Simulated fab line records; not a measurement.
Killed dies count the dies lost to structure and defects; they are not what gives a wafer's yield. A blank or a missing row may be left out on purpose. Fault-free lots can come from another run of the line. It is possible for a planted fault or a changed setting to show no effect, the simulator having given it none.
Which tool was responsible? :: flow gf180mcu :: 12 lots, 36 wafers sampled, at 5 steps of a route of 602

WHAT THE GAUGES SHOWED, per wafer
GF_POLY_GATE_THK_MEAS_17. Usual: POLY_GATE_OXIDATION_THK 4.01 nm, standard deviation 0.075.
lot: L392
measured: day 10 02:24
on: film_metro-01
POLY_GATE_OXIDATION_THK (nm): 3.92 3.89 3.87
flag: 

lot: L393
measured: day 10 09:26
on: film_metro-03
POLY_GATE_OXIDATION_THK (nm): 3.92 3.97 3.92
flag: 

lot: L395
measured: day 11 03:10
on: film_metro-03
POLY_GATE_OXIDATION_THK (nm): 4.08 4.08 4.10
flag: 

lot: L396
measured: day 11 10:57
on: film_metro-01
POLY_GATE_OXIDATION_THK (nm): 3.99 4.03 4.02
flag: 

lot: L397
measured: day 11 19:13
on: film_metro-01
POLY_GATE_OXIDATION_THK (nm): 3.93 3.94 3.99
flag: 

lot: L398
measured: day 12 01:52
on: film_metro-01
POLY_GATE_OXIDATION_THK (nm): 4.04 4.06 3.99
flag: 

lot: L399
measured: day 12 04:32
on: film_metro-01
POLY_GATE_OXIDATION_THK (nm): 4.00 4.06 4.00
flag: 

lot: L400
measured: day 12 10:37
on: film_metro-01
POLY_GATE_OXIDATION_THK (nm): 4.05 4.03 4.08
flag: 

lot: L402
measured: day 13 06:32
on: film_metro-01
POLY_GATE_OXIDATION_THK (nm): 4.08 4.14 4.10
flag: 

lot: L403
measured: day 13 10:02
on: film_metro-02
POLY_GATE_OXIDATION_THK (nm): 3.99 4.02 4.03
flag: 

lot: L404
measured: day 13 19:47
on: film_metro-01
POLY_GATE_OXIDATION_THK (nm): 3.93 4.01 4.02
flag: 

lot: L405
measured: day 14 00:38
on: film_metro-01
POLY_GATE_OXIDATION_THK (nm): 4.05 4.04 4.01
flag: 

GF_HV_LDD_THK_MEAS_57. Usual: HV_LDD_CVD_56_THK 89.9 nm, standard deviation 0.92.
lot: L392
measured: day 13 08:04
on: film_metro-03
HV_LDD_CVD_56_THK (nm): 89.4 89.7 89.8
flag: 

lot: L393
measured: day 13 17:09
on: film_metro-02
HV_LDD_CVD_56_THK (nm): 89.6 88.8 89.5
flag: 

lot: L395
measured: day 14 14:55
on: film_metro-04
HV_LDD_CVD_56_THK (nm): 88.2 89.4 88.9
flag: 

lot: L396
measured: day 14 21:40
on: film_metro-02
HV_LDD_CVD_56_THK (nm): 89.8 89.6 89.1
flag: 

lot: L397
measured: day 15 07:28
on: film_metro-02
HV_LDD_CVD_56_THK (nm): 89.6 89.4 90.1
flag: 

lot: L398
measured: day 15 15:18
on: film_metro-02
HV_LDD_CVD_56_THK (nm): 91.3 91.7 91.7
flag: 

lot: L399
measured: day 15 17:37
on: film_metro-02
HV_LDD_CVD_56_THK (nm): 90.7 90.8 91.1
flag: 

lot: L400
measured: day 16 02:05
on: film_metro-03
HV_LDD_CVD_56_THK (nm): 90.1 90.1 90.2
flag: 

lot: L402
measured: day 16 23:55
on: film_metro-04
HV_LDD_CVD_56_THK (nm): 91.5 91.6 90.7
flag: 

lot: L403
measured: day 17 04:16
on: film_metro-04
HV_LDD_CVD_56_THK (nm): 88.3 89.0 89.0
flag: 

lot: L404
measured: day 17 16:33
on: film_metro-04
HV_LDD_CVD_56_THK (nm): 90.3 89.7 89.7
flag: 

lot: L405
measured: day 17 19:50
on: film_metro-04
HV_LDD_CVD_56_THK (nm): 89.9 90.6 89.9
flag: 

WHAT TOOL EACH LOT RAN ON (gives the tool, then ch and the chambers of the sampled wafers, and finally the start)
lot: L392
GF_HV_LDD_STRIP_22: plasma_asher-01 ch 0,1, day 11 13:49
GF_HV_LDD_COAT_41: litho_track-01 ch 0, day 12 18:19
GF_HV_LDD_STRIP_49: plasma_asher-04 ch 0,1, day 13 04:55

lot: L393
GF_HV_LDD_STRIP_22: plasma_asher-04 ch 0,1, day 11 21:22
GF_HV_LDD_COAT_41: litho_track-02 ch 0, day 13 02:47
GF_HV_LDD_STRIP_49: plasma_asher-04 ch 0,1, day 13 13:01

lot: L395
GF_HV_LDD_STRIP_22: plasma_asher-01 ch 0,1, day 12 17:24
GF_HV_LDD_COAT_41: litho_track-01 ch 0, day 14 00:41
GF_HV_LDD_STRIP_49: plasma_asher-04 ch 0,1, day 14 11:17

lot: L396
GF_HV_LDD_STRIP_22: plasma_asher-02 ch 1, day 13 00:40
GF_HV_LDD_COAT_41: litho_track-02 ch 0, day 14 07:43
GF_HV_LDD_STRIP_49: plasma_asher-02 ch 0,1, day 14 18:46

lot: L397
GF_HV_LDD_STRIP_22: plasma_asher-01 ch 0,1, day 13 09:52
GF_HV_LDD_COAT_41: litho_track-02 ch 0, day 14 16:40
GF_HV_LDD_STRIP_49: plasma_asher-02 ch 0,1, day 15 04:34

lot: L398
GF_HV_LDD_STRIP_22: plasma_asher-01 ch 0,1, day 13 17:24
GF_HV_LDD_COAT_41: litho_track-04 ch 0, day 15 01:56
GF_HV_LDD_STRIP_49: plasma_asher-04 ch 0,1, day 15 12:23

lot: L399
GF_HV_LDD_STRIP_22: plasma_asher-04 ch 0,1, day 13 19:25
GF_HV_LDD_COAT_41: litho_track-01 ch 0, day 15 03:46
GF_HV_LDD_STRIP_49: plasma_asher-04 ch 0,1, day 15 14:43

lot: L400
GF_HV_LDD_STRIP_22: plasma_asher-01 ch 0,1, day 14 03:28
GF_HV_LDD_COAT_41: litho_track-02 ch 0, day 15 11:28
GF_HV_LDD_STRIP_49: plasma_asher-04 ch 0,1, day 15 22:28

lot: L402
GF_HV_LDD_STRIP_22: plasma_asher-02 ch 0,1, day 15 00:40
GF_HV_LDD_COAT_41: litho_track-02 ch 0, day 16 09:34
GF_HV_LDD_STRIP_49: plasma_asher-02 ch 0,1, day 16 21:01

lot: L403
GF_HV_LDD_STRIP_22: plasma_asher-04 ch 0,1, day 15 03:46
GF_HV_LDD_COAT_41: litho_track-01 ch 0, day 16 13:16
GF_HV_LDD_STRIP_49: plasma_asher-04 ch 0,1, day 17 01:22

lot: L404
GF_HV_LDD_STRIP_22: plasma_asher-01 ch 0,1, day 15 15:07
GF_HV_LDD_COAT_41: litho_track-04 ch 0, day 17 01:24
GF_HV_LDD_STRIP_49: plasma_asher-04 ch 0,1, day 17 13:11

lot: L405
GF_HV_LDD_STRIP_22: plasma_asher-01 ch 0,1, day 15 19:21
GF_HV_LDD_COAT_41: litho_track-02 ch 0, day 17 05:36
GF_HV_LDD_STRIP_49: plasma_asher-01 ch 0,1, day 17 16:56
- GF_HV_LDD_STRIP_22: strips in O2/N2.
- GF_HV_LDD_COAT_41: resist thk 1000 nm.
- GF_HV_LDD_STRIP_49: strips in O2/N2.

WHAT THE TOOLS THEMSELVES READ (means of the sampled wafers that have a number; where no wafer has one, the mark that the record gives instead)
GF_HV_LDD_STRIP_22. Usual: chamber_pressure_mTorr 1500.0 mTorr, standard deviation 1.3; drypump_motor_current_A 5.8 A, standard deviation 0.31; heater_power_w 337 W, standard deviation 32; oes_product_au 0.715 a.u., standard deviation 0.0046; strip_time_to_endpoint_s 12.62 s, standard deviation 0.041.
lot: L392
tool: plasma_asher-01
chamber_pressure_mTorr (mTorr): 1498.3
drypump_motor_current_A (A): 5.6
heater_power_w (W): 344
oes_product_au (a.u.): 0.718
strip_time_to_endpoint_s (s): 12.57
flag: 

lot: L393
tool: plasma_asher-04
chamber_pressure_mTorr (mTorr): 1500.4
drypump_motor_current_A (A): 6.0
heater_power_w (W): 366
oes_product_au (a.u.): 0.717
strip_time_to_endpoint_s (s): 12.63
flag: 

lot: L395
tool: plasma_asher-01
chamber_pressure_mTorr (mTorr): 1500.6
drypump_motor_current_A (A): 5.8
heater_power_w (W): 323
oes_product_au (a.u.): 0.717
strip_time_to_endpoint_s (s): 12.63
flag: 

lot: L396
tool: plasma_asher-02
chamber_pressure_mTorr (mTorr): 1500.0
drypump_motor_current_A (A): 6.0
heater_power_w (W): 320
oes_product_au (a.u.): 0.718
strip_time_to_endpoint_s (s): 12.63
flag: 

lot: L397
tool: plasma_asher-01
chamber_pressure_mTorr (mTorr): 1500.5
drypump_motor_current_A (A): 5.8
heater_power_w (W): 325
oes_product_au (a.u.): 0.719
strip_time_to_endpoint_s (s): 12.70
flag: 

lot: L398
tool: plasma_asher-01
chamber_pressure_mTorr (mTorr): 1500.1
drypump_motor_current_A (A): 5.6
heater_power_w (W): 349
oes_product_au (a.u.): 0.712
strip_time_to_endpoint_s (s): 12.59
flag: 

lot: L399
tool: plasma_asher-04
chamber_pressure_mTorr (mTorr): 1500.4
drypump_motor_current_A (A): 5.8
heater_power_w (W): 335
oes_product_au (a.u.): 0.716
strip_time_to_endpoint_s (s): 12.62
flag: 

lot: L400
tool: plasma_asher-01
chamber_pressure_mTorr (mTorr): 1500.0
drypump_motor_current_A (A): 5.8
heater_power_w (W): 326
oes_product_au (a.u.): 0.718
strip_time_to_endpoint_s (s): 12.65
flag: 

lot: L402
tool: plasma_asher-02
chamber_pressure_mTorr (mTorr): 1500.1
drypump_motor_current_A (A): 5.9
heater_power_w (W): 325
oes_product_au (a.u.): 0.715
strip_time_to_endpoint_s (s): 12.60
flag: 

lot: L403
tool: plasma_asher-04
chamber_pressure_mTorr (mTorr): 1499.3
drypump_motor_current_A (A): 6.0
heater_power_w (W): 364
oes_product_au (a.u.): 0.714
strip_time_to_endpoint_s (s): 12.63
flag: 

lot: L404
tool: plasma_asher-01
chamber_pressure_mTorr (mTorr): 1499.6
drypump_motor_current_A (A): 5.6
heater_power_w (W): 346
oes_product_au (a.u.): 0.714
strip_time_to_endpoint_s (s): 12.61
flag: 

lot: L405
tool: plasma_asher-01
chamber_pressure_mTorr (mTorr): 1500.2
drypump_motor_current_A (A): 5.6
heater_power_w (W): 347
oes_product_au (a.u.): 0.714
strip_time_to_endpoint_s (s): 12.65
flag: 

GF_HV_LDD_COAT_41. Usual: spin_speed_rpm 2999.7 rpm, standard deviation 2.2.
lot: L392
tool: litho_track-01
spin_speed_rpm (rpm): 3000.6
flag: 

lot: L393
tool: litho_track-02
spin_speed_rpm (rpm): 3000.0
flag: 

lot: L395
tool: litho_track-01
spin_speed_rpm (rpm): 3001.1
flag: 

lot: L396
tool: litho_track-02
spin_speed_rpm (rpm): 3001.5
flag: 

lot: L397
tool: litho_track-02
spin_speed_rpm (rpm): 2999.3
flag: 

lot: L398
tool: litho_track-04
spin_speed_rpm (rpm): 2999.4
flag: 

lot: L399
tool: litho_track-01
spin_speed_rpm (rpm): 3000.5
flag: 

lot: L400
tool: litho_track-02
spin_speed_rpm (rpm): 2999.5
flag: 

lot: L402
tool: litho_track-02
spin_speed_rpm (rpm): 2837.4
flag: OFF

lot: L403
tool: litho_track-01
spin_speed_rpm (rpm): 2998.4
flag: 

lot: L404
tool: litho_track-04
spin_speed_rpm (rpm): 3001.7
flag: 

lot: L405
tool: litho_track-02
spin_speed_rpm (rpm): 2835.2
flag: OFF

GF_HV_LDD_STRIP_49. Usual: chamber_pressure_mTorr 1500.0 mTorr, standard deviation 1.5; drypump_motor_current_A 5.8 A, standard deviation 0.33; heater_power_w 339 W, standard deviation 32; oes_product_au 0.716 a.u., standard deviation 0.0044; strip_time_to_endpoint_s 12.62 s, standard deviation 0.039.
lot: L392
tool: plasma_asher-04
chamber_pressure_mTorr (mTorr): 1499.6
drypump_motor_current_A (A): 5.7
heater_power_w (W): 334
oes_product_au (a.u.): 0.716
strip_time_to_endpoint_s (s): 12.68
flag: 

lot: L393
tool: plasma_asher-04
chamber_pressure_mTorr (mTorr): 1501.1
drypump_motor_current_A (A): 6.0
heater_power_w (W): 359
oes_product_au (a.u.): 0.715
strip_time_to_endpoint_s (s): 12.64
flag: 

lot: L395
tool: plasma_asher-04
chamber_pressure_mTorr (mTorr): 1499.6
drypump_motor_current_A (A): 5.8
heater_power_w (W): 334
oes_product_au (a.u.): 0.719
strip_time_to_endpoint_s (s): 12.65
flag: 

lot: L396
tool: plasma_asher-02
chamber_pressure_mTorr (mTorr): 1501.4
drypump_motor_current_A (A): 5.7
heater_power_w (W): 329
oes_product_au (a.u.): 0.714
strip_time_to_endpoint_s (s): 12.67
flag: 

lot: L397
tool: plasma_asher-02
chamber_pressure_mTorr (mTorr): 1499.5
drypump_motor_current_A (A): 5.9
heater_power_w (W): 325
oes_product_au (a.u.): 0.716
strip_time_to_endpoint_s (s): 12.64
flag: 

lot: L398
tool: plasma_asher-04
chamber_pressure_mTorr (mTorr): 1498.6
drypump_motor_current_A (A): 6.0
heater_power_w (W): 366
oes_product_au (a.u.): 0.722
strip_time_to_endpoint_s (s): 12.59
flag: 

lot: L399
tool: plasma_asher-04
chamber_pressure_mTorr (mTorr): 1498.1
drypump_motor_current_A (A): 6.0
heater_power_w (W): 363
oes_product_au (a.u.): 0.714
strip_time_to_endpoint_s (s): 12.61
flag: 

lot: L400
tool: plasma_asher-04
chamber_pressure_mTorr (mTorr): 1500.4
drypump_motor_current_A (A): 6.0
heater_power_w (W): 365
oes_product_au (a.u.): 0.718
strip_time_to_endpoint_s (s): 12.61
flag: 

lot: L402
tool: plasma_asher-02
chamber_pressure_mTorr (mTorr): 1499.7
drypump_motor_current_A (A): 5.7
heater_power_w (W): 334
oes_product_au (a.u.): 0.717
strip_time_to_endpoint_s (s): 12.89
flag: OFF

lot: L403
tool: plasma_asher-04
chamber_pressure_mTorr (mTorr): 1499.9
drypump_motor_current_A (A): 6.0
heater_power_w (W): 363
oes_product_au (a.u.): 0.716
strip_time_to_endpoint_s (s): 12.61
flag: 

lot: L404
tool: plasma_asher-04
chamber_pressure_mTorr (mTorr): 1499.7
drypump_motor_current_A (A): 6.0
heater_power_w (W): 363
oes_product_au (a.u.): 0.717
strip_time_to_endpoint_s (s): 12.61
flag: 

lot: L405
tool: plasma_asher-01
chamber_pressure_mTorr (mTorr): 1500.1
drypump_motor_current_A (A): 5.6
heater_power_w (W): 347
oes_product_au (a.u.): 0.716
strip_time_to_endpoint_s (s): 12.88
flag: OFF

THE ANSWER, worked out from the rows above alone
Rule: lot off if the mean of its wafers having a number is beyond 3 standard deviations from the usual mean. Also off: a lot with no number at a reading for which 4 or more lots have one. Any other lot the step has rows for is counted as sound. After the gauges, taken in route order, come the tools' own readings; for these a lot's mean is taken, as printed above. At the first step where some lot is off, the reading lying furthest off is the one used; lots without a number count as furthest.
Off, at GF_HV_LDD_COAT_41 on spin_speed_rpm: L402, L405.
If a tool, at that step or one of the process steps before it, ran each lot that is off and ran no sound lot following the first of them, it fits. One fits: litho_track-02 at GF_HV_LDD_COAT_41. Its last sound lot is L400 (day 15 11:28), its first lot that is off L402 (day 16 09:34): a fault that began between those two fits.
On the lots that are off, the tool's own readings at GF_HV_LDD_COAT_41 differ by more than 5 times the standard deviation of the sound lots' means, which bears it out; spin_speed_rpm reads 2836.3 rpm there versus 3000.2 rpm on the sound lots.

WHAT THE SIMULATOR HAD INSERTED
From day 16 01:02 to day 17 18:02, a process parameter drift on litho_track-02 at GF_HV_LDD_COAT_41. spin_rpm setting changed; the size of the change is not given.
Lots struck among those shown: L402, L405. The rule given above showed the same thing.
